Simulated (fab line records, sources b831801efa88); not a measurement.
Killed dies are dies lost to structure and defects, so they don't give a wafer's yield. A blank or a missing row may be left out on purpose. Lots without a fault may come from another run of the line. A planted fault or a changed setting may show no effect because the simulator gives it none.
One fault seen from 2 desks | flow gf180mcu | each desk has only its own numbers; what lay behind them comes last

THE METROLOGY DESK
What the gauges read, lot by lot, whatever tool the lot ran on: means of the sampled wafers that have a number. A lot is out of limits, marked OUT, if its mean lies more than 4 standard deviations from the usual mean; the brackets give that distance.
Columns: A = V3_CVD_02_THK at GF_V3_THK_MEAS_03, usual 851 nm; B = cd_nm at GF_V3_CD_MEAS_14, usual 259.6 nm
lot  | first seen here | A   | B
L664 | day 21 02:46    | 857 | 260.1
L667 | day 22 03:13    | 851 | 259.8
L670 | day 23 10:46    | 861 | 259.2
L671 | day 23 23:19    | 860 | 259.4
L672 | day 24 21:02    | 852 | 259.6
L673 | day 25 05:08    | 844 | 259.0
L682 | day 27 12:29    | 852 | 258.8
L683 | day 28 03:24    | 841 | 263.2
L684 | day 28 06:25    | 845 | 262.6
L685 | day 28 08:53    | 851 | 258.6
L686 | day 28 16:04    | 860 | 261.4
This desk's finding: nothing out of limits on any of the 11 lots.

THE TOOL OWNER'S DESK: litho_track-03
The tool's own readings at GF_V3_PEB_12 (peb time 90 s): means of the sampled wafers that have a number, for each lot that ran on this tool. A lot is out of limits, marked OUT, if its mean lies more than 4 standard deviations from the usual mean; the brackets give that distance.
Columns: A = chill_plate_temp_C at GF_V3_PEB_12, usual 23.00 C; B = heater_power_total_W at GF_V3_PEB_12, usual 85.69 W; C = plate_temp_C at GF_V3_PEB_12, usual 135.04 C; D = resist_line_temp_C at GF_V3_PEB_12, usual 22.98 C
lot  | first seen here | A     | B                | C                 | D
L672 | day 25 18:20    | 23.01 | 85.69            | 134.98            | 22.91
L673 | day 26 02:37    | 23.03 | 85.74            | 135.05            | 22.94
L682 | day 28 07:53    | 22.95 | 85.75            | 135.10            | 22.93
L683 | day 28 23:04    | 23.09 | 86.46 (+8.7) OUT | 135.93 (+6.8) OUT | 22.92
L684 | day 29 01:03    | 23.03 | 86.47 (+8.7) OUT | 136.11 (+8.2) OUT | 23.05
This desk's finding: out of limits on L683, L684; first on L683, day 28 23:04 (heater_power_total_W at GF_V3_PEB_12). In limits: L672, L673, L682.

PUT TOGETHER
The tool owner's desk could have raised an alarm at day 28 23:04, on L683, L684.
The metrology desk saw nothing out of limits.
The metrology desk has L683, L684 on record, within its limits.
Of the lots named, all ran GF_V3_PEB_12 on litho_track-03.

WHAT THE SIMULATOR HAD PUT IN
Process parameter drift: litho_track-03, from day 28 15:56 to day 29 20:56, at GF_V3_PEB_12. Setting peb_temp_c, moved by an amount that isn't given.
Lots struck among those shown: L683, L684.
Hours from the fault's start to each desk's first reading out of limits: the tool owner's desk, 7.
